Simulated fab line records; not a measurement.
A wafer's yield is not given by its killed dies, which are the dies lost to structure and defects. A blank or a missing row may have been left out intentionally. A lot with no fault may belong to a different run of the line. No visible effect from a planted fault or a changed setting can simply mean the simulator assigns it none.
fab line records -- flow sfq_line
[record] lots = 14, wafers = 42, last_day = 82
route steps=325 shown INCOMING@2 L0V@26 M0@38 I0@53
lots untouched by any fault: they come from a run of this same line in which no faults occurred
start_h: the number of hours between the record's first day and the start of the first shown wafer of the lot -- wait_h: time in hours since the lot's previous step -- " identical to the entry in the row above -- L1.1+2: one row covering several wafers at once -- - no value, or no start given -- * or withheld: withheld -- < > ~ a bound
route shown NAME@n: names a module that has steps shown in the file, with the first one's number in the route -- usual: mean and standard deviation over wafers with no fault -- same: alike in all rows -- chamber/n: place in a boat -- sites: the reading at each site -- _std_site: standard deviation across them -- _edge_site: mean of outer sites minus mean of inner sites -- radius_mm: how far each site lies from the wafer's centre -- mask NAME#n: copy n -- behind: tool/chamber where the wafer was last shaped -- hold: reason for holding the lot/hours on hold/outcome of the hold -- device: the n, p or np transistor that did not switch -- end of line: the tests these same wafers got at the end of their route -- step lacking rows: just its recipe -- killed: not the wafer's yield, but the dies lost to structure and defects at the first sort -- map: shows each die of a wafer: x if killed, . if not, _ if none is there
set.NAME: the setting as run; set.NAME@STEP: as run at that earlier step -- model.NAME: the simulator's own value behind a step, which no gauge read
route steps across a sampled set of lots; one table per step, one row per wafer
services: a tool's chamber out of use, with start hour (start_h, from the record's first day; less than 0 if before it), hours out, and reason
[[steps]]
[step SFQ_TRILAYER_INCOMING_OXIDATION_002]
[recipe] temp_c = 1000, ambient = H2O, target_thk_a = 5000, p_h2o_torr = 720, ox_time_s = 4939
[usual] ox_temp_c = 1000.0/0.48, ox_temp_c_max = 1006.0/1.4, spike_tc_centre_C = 999.7/1.1, spike_tc_lower_C = 1000.2/2.3
lot.wafer,tool,chamber,start_h,wait_h,ox_temp_c,ox_temp_c_max,spike_tc_centre_C,spike_tc_lower_C
L714.1,furnace-02,0,10.12,0.1,1000.3,1006.3,1000.0,997.2
L714.4,furnace-02,0,10.12,0.1,1000.0,1005.8,1000.4,998.0
L714.6,furnace-02,0,10.12,0.1,999.9,1007.8,999.1,997.5
L715.1,furnace-01,0,15.12,0.1,999.6,1004.1,998.7,1002.3
L715.5,furnace-01,0,15.12,0.1,1000.1,1004.4,998.3,1001.9
L715.6,furnace-01,0,15.12,0.1,999.6,1004.8,999.3,1003.0
L716.2,furnace-02,0,20.12,0.1,999.4,1005.3,998.9,999.5
L716.3,furnace-02,0,20.12,0.1,999.5,1006.7,999.1,997.1
L716.6,furnace-02,0,20.12,0.1,998.8,1006.6,1000.3,997.2
L717.3,furnace-01,0,25.12,0.1,999.9,1005.7,998.2,1002.8
L717.5,furnace-01,0,25.12,0.1,1000.3,1004.3,1000.0,1001.7
L717.6,furnace-01,0,25.12,0.1,999.6,1004.9,998.5,1001.5
L719.1,furnace-01,0,35.12,0.1,999.4,1002.8,998.6,1002.8
L719.2,furnace-01,0,35.12,0.1,1000.2,1005.5,997.5,1001.7
L719.6,furnace-01,0,35.12,0.1,1000.2,1005.8,999.1,1003.9
L720.1,furnace-02,0,40.12,0.1,1000.5,1006.1,1000.4,997.3
L720.5,furnace-02,0,40.12,0.1,1000.3,1006.3,1000.6,999.1
L720.6,furnace-02,0,40.12,0.1,1000.5,1007.2,1000.7,997.7
L722.2,furnace-02,0,50.12,0.1,999.5,1005.7,1000.5,1000.1
L722.5,furnace-02,0,50.12,0.1,1000.0,1006.5,999.3,997.9
L722.6,furnace-02,0,50.12,0.1,1000.8,1006.7,1000.1,998.5
L724.2,furnace-02,0,60.12,0.1,1000.3,1005.7,1001.2,997.7
L724.5,furnace-02,0,60.12,0.1,1000.0,1006.1,1000.8,999.0
L724.6,furnace-02,0,60.12,0.1,999.8,1006.7,998.2,999.6
L725.1,furnace-01,0,65.12,0.1,999.6,1004.5,999.6,1002.0
L725.3,furnace-01,0,65.12,0.1,1000.7,1006.8,999.0,1001.9
L725.5,furnace-01,0,65.12,0.1,999.7,1005.3,998.1,1001.3
L727.1,furnace-01,0,75.12,0.1,999.9,1005.0,1000.6,1003.4
L727.2,furnace-01,0,75.12,0.1,999.7,1005.2,998.7,1002.5
L727.5,furnace-01,0,75.12,0.1,999.2,1003.7,999.4,1001.7
L728.3,furnace-02,-,80.12,0.1,-,-,-,-
L728.4,furnace-02,-,80.12,0.1,-,-,-,-
L728.6,furnace-02,-,80.12,0.1,-,-,-,-
L729.1,furnace-01,-,85.12,0.1,-,-,-,-
L729.2,furnace-01,-,85.12,0.1,-,-,-,-
L729.3,furnace-01,-,85.12,0.1,-,-,-,-
L731.1,furnace-01,0,95.12,0.1,1000.0,1005.7,998.6,1003.5
L731.2,furnace-01,0,95.12,0.1,999.5,1004.4,999.3,1000.7
L731.5,furnace-01,0,95.12,0.1,999.6,1005.2,997.8,1002.9
L733.1,furnace-01,0,105.12,0.1,999.5,1004.6,998.7,1001.5
L733.4,furnace-01,0,105.12,0.1,999.9,1005.0,998.9,1003.2
L733.6,furnace-01,0,105.12,0.1,999.8,1004.7,998.4,1001.4
[step SFQ_TRILAYER_L0_VIA_STRIP_STRIP_017]
[recipe] gas = O2, power_w = 200, platen_temp_c = 40, overash_fraction = 0.65, chemistry = O2, pressure_mtorr = 50
[usual] chamber_pressure_mTorr = 49.99/0.051, drypump_motor_current_A = 5.6/0.37, oes_product_au = 0.993/0.015
lot.wafer,tool,chamber,start_h,wait_h,chamber_pressure_mTorr,drypump_motor_current_A,oes_product_au,rf_hours_counter_h
L714.1,rie_metal-03,0,154.75,-,49.96,5.0,1.019,178
L714.4,rie_metal-03,0,154.75,-,50.05,5.0,1.017,-
L714.6,rie_metal-03,1,154.75,-,49.98,5.7,0.992,-
L715.1,rie_metal-01,1,163.15,-,49.94,6.1,0.986,153
L715.5,rie_metal-01,0,163.15,-,49.95,5.4,0.970,-
L715.6,rie_metal-01,1,163.15,-,50.00,6.1,0.981,-
L716.2,rie_metal-02,1,171.55,-,49.95,5.9,0.987,18
L716.3,rie_metal-02,1,171.55,-,50.00,5.9,0.993,-
L716.6,rie_metal-02,1,171.55,-,50.00,5.9,0.991,-
L717.3,rie_metal-01,1,177.75,-,50.11,6.1,0.983,-
L717.5,rie_metal-01,0,177.75,-,50.03,5.4,0.962,-
L717.6,rie_metal-01,1,177.75,-,50.00,6.1,0.985,-
L719.1,rie_metal-01,1,191.62,-,49.99,6.1,0.994,158
L719.2,rie_metal-01,0,191.62,-,50.05,5.3,0.972,85
L719.6,rie_metal-01,0,191.62,-,49.96,5.3,0.964,-
L720.1,rie_metal-03,1,205.05,-,49.90,5.7,1.005,180
L720.5,rie_metal-03,1,205.05,-,49.99,5.7,0.999,-
L720.6,rie_metal-03,0,205.05,-,50.01,5.0,1.016,-
L722.2,rie_metal-01,1,221.85,-,49.95,6.1,1.007,162
L722.5,rie_metal-01,0,221.85,-,49.92,5.3,0.971,-
L722.6,rie_metal-01,1,221.85,-,49.90,6.1,1.002,-
L724.2,rie_metal-01,1,231.45,-,49.94,6.1,0.994,163
L724.5,rie_metal-01,1,231.45,-,50.02,6.1,0.990,-
L724.6,rie_metal-01,0,231.45,-,50.02,5.3,0.969,-
L725.1,rie_metal-02,0,238.65,-,50.08,5.6,0.994,8
L725.3,rie_metal-02,0,238.65,-,50.08,5.6,0.991,-
L725.5,rie_metal-02,0,238.65,-,49.96,5.6,1.002,-
L727.1,rie_metal-02,0,252.71,-,49.97,5.6,1.002,12
L727.2,rie_metal-02,0,252.71,-,49.96,5.6,0.991,-
L727.5,rie_metal-02,0,252.71,-,50.02,5.6,0.996,-
L728.3,rie_metal-02,1,264.26,-,49.98,5.9,0.982,-
L728.4,rie_metal-02,0,264.26,-,49.91,5.6,1.003,-
L728.6,rie_metal-02,0,264.26,-,49.95,5.6,0.997,-
L729.1,rie_metal-01,1,267.66,-,49.97,6.1,0.986,169
L729.2,rie_metal-01,0,267.66,-,49.99,5.3,0.989,96
L729.3,rie_metal-01,1,267.66,-,50.04,6.1,0.991,-
L731.1,rie_metal-03,0,282.19,-,50.04,5.0,1.009,12
L731.2,rie_metal-03,0,282.19,-,50.03,5.0,1.007,-
L731.5,rie_metal-03,0,282.19,-,49.99,5.0,1.010,-
L733.1,rie_metal-01,0,297.61,-,49.98,5.3,0.986,98
L733.4,rie_metal-01,0,297.61,-,49.94,5.3,0.973,-
L733.6,rie_metal-01,0,297.61,-,49.99,5.3,0.980,-
[step SFQ_M0_OVL_MEAS_906]
[usual] M0_OVL = -6/6.9
lot.wafer,tool,chamber,start_h,wait_h,M0_OVL[nm]
L714.1,overlay-02,-,257.39,0.1,-3
L714.4,overlay-02,-,257.39,0.1,-11
L714.6,overlay-02,-,257.39,0.1,-7
L715.1,overlay-02,-,266.34,0.1,-7
L715.5,overlay-02,-,266.34,0.1,-5
L715.6,overlay-02,-,266.34,0.1,-5
L716.2,overlay-01,-,271.15,0.1,-18
L716.3,overlay-01,-,271.15,0.1,-10
L716.6,overlay-01,-,271.15,0.1,-21
L717.3,overlay-02,-,280.88,0.1,3
L717.5,overlay-02,-,280.88,0.1,-7
L717.6,overlay-02,-,280.88,0.1,-5
L719.1,overlay-02,-,292.69,0.1,-10
L719.2,overlay-02,-,292.69,0.1,-8
L719.6,overlay-02,-,292.69,0.1,-4
L720.1,overlay-01,-,302.29,0.1,-12
L720.5,overlay-01,-,302.29,0.1,-13
L720.6,overlay-01,-,302.29,0.1,-6
L722.2,overlay-02,-,318.60,0.1,-2
L722.5,overlay-02,-,318.60,0.1,-11
L722.6,overlay-02,-,318.60,0.1,3
L724.2,overlay-01,-,332.05,0.1,-20
L724.5,overlay-01,-,332.05,0.1,-20
L724.6,overlay-01,-,332.05,0.1,-17
L725.1,overlay-01,-,346.45,0.1,-11
L725.3,overlay-01,-,346.45,0.1,-15
L725.5,overlay-01,-,346.45,0.1,-14
L727.1,overlay-02,-,365.65,0.1,-6
L727.2,overlay-02,-,365.65,0.1,-6
L727.5,overlay-02,-,365.65,0.1,0
L728.3,overlay-01,-,381.38,0.1,-8
L728.4,overlay-01,-,381.38,0.1,-11
L728.6,overlay-01,-,381.38,0.1,-17
L729.1,overlay-02,-,387.37,0.1,1
L729.2,overlay-02,-,387.37,0.1,5
L729.3,overlay-02,-,387.37,0.1,2
L731.1,overlay-01,-,408.97,0.1,-8
L731.2,overlay-01,-,408.97,0.1,0
L731.5,overlay-01,-,408.97,0.1,-5
L733.1,overlay-02,-,433.21,0.1,2
L733.4,overlay-02,-,433.21,0.1,-4
L733.6,overlay-02,-,433.21,0.1,3
[step SFQ_I0_OVL_MEAS_908]
[usual] I0_OVL = -1/4.4
lot.wafer,tool,chamber,start_h,wait_h,I0_OVL[nm]
L714.1,overlay-01,-,369.37,0.1,3
L714.4,overlay-01,-,369.37,0.1,3
L714.6,overlay-01,-,369.37,0.1,1
L715.1,overlay-02,-,392.17,0.1,1
L715.5,overlay-02,-,392.17,0.1,-6
L715.6,overlay-02,-,392.17,0.1,0
L716.2,overlay-01,-,399.38,0.1,-3
L716.3,overlay-01,-,399.38,0.1,-5
L716.6,overlay-01,-,399.38,0.1,-4
L717.3,overlay-01,-,413.78,0.1,-5
L717.5,overlay-01,-,413.78,0.1,-5
L717.6,overlay-01,-,413.78,0.1,-1
L719.1,overlay-02,-,430.81,0.1,-3
L719.2,overlay-02,-,430.81,0.1,-5
L719.6,overlay-02,-,430.81,0.1,-7
L720.1,overlay-02,-,445.21,0.1,0
L720.5,overlay-02,-,445.21,0.1,2
L720.6,overlay-02,-,445.21,0.1,3
L722.2,overlay-01,-,463.34,0.1,7
L722.5,overlay-01,-,463.34,0.1,4
L722.6,overlay-01,-,463.34,0.1,5
L724.2,overlay-01,-,477.74,0.1,1
L724.5,overlay-01,-,477.74,0.1,-9
L724.6,overlay-01,-,477.74,0.1,-3
L725.1,overlay-01,-,488.53,0.1,1
L725.3,overlay-01,-,488.53,0.1,-6
L725.5,overlay-01,-,488.53,0.1,-6
L727.1,overlay-02,-,506.53,0.1,1
L727.2,overlay-02,-,506.53,0.1,1
L727.5,overlay-02,-,506.53,0.1,-2
L728.3,overlay-02,-,534.27,0.1,-7
L728.4,overlay-02,-,534.27,0.1,-9
L728.6,overlay-02,-,534.27,0.1,-4
L729.1,overlay-01,-,542.66,0.1,-7
L729.2,overlay-01,-,542.66,0.1,-1
L729.3,overlay-01,-,542.66,0.1,-9
L731.1,overlay-02,-,569.73,0.1,4
L731.2,overlay-02,-,569.73,0.1,-1
L731.5,overlay-02,-,569.73,0.1,0
L733.1,overlay-02,-,596.26,0.1,7
L733.4,overlay-02,-,596.26,0.1,2
L733.6,overlay-02,-,596.26,0.1,3
[[services]]
tool,chamber,start_h,hours,kind
furnace-02,-,-0.90,9.2,repair
rie_metal-02,1,30.11,-,clean
rie_metal-02,1,30.11,-,consumable_replace:esc
rie_metal-02,1,30.11,-,consumable_replace:focus_ring
rie_metal-02,1,30.11,23.0,scheduled_down
rie_metal-02,1,30.11,23.0,vent_cycle
furnace-02,-,72.49,3.5,pm
furnace-01,-,89.45,4.3,pm
rie_metal-02,-,94.58,10.0,pm
furnace-01,-,113.62,4.4,pm
rie_metal-03,-,151.01,0.2,repair
furnace-02,-,167.49,4.2,pm
rie_metal-02,0,179.07,-,clean
furnace-02,-,193.05,5.9,repair
rie_metal-02,1,214.58,39.9,repair
rie_metal-03,1,242.45,19.5,repair
furnace-02,-,242.49,3.0,pm
furnace-02,-,258.28,10.6,repair
rie_metal-01,0,279.19,10.5,repair
furnace-01,-,281.62,3.4,pm
rie_metal-03,-,284.16,3.1,repair
rie_metal-01,1,297.05,-,clean
rie_metal-01,1,297.05,15.1,scheduled_down
rie_metal-01,1,297.05,15.1,vent_cycle
[[key]]
[first_sign] step = SFQ_TRILAYER_INCOMING_OXIDATION_002, reading = tool_record, direction = missing
effect none on later readings
met_at SFQ_TRILAYER_INCOMING_OXIDATION_002
struck_lots L728,L729
not_acting_at SFQ_TRILAYER_L0_VIA_STRIP_STRIP_017,SFQ_M0_OVL_MEAS_906,SFQ_I0_OVL_MEAS_908
onset_between 75.12 80.12
[fault] kind = skipped_step_whole, tool = furnace-01,furnace-02, chamber = -, onset_h = 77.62, steps = SFQ_TRILAYER_INCOMING_OXIDATION_002, scope = struck_lots_only
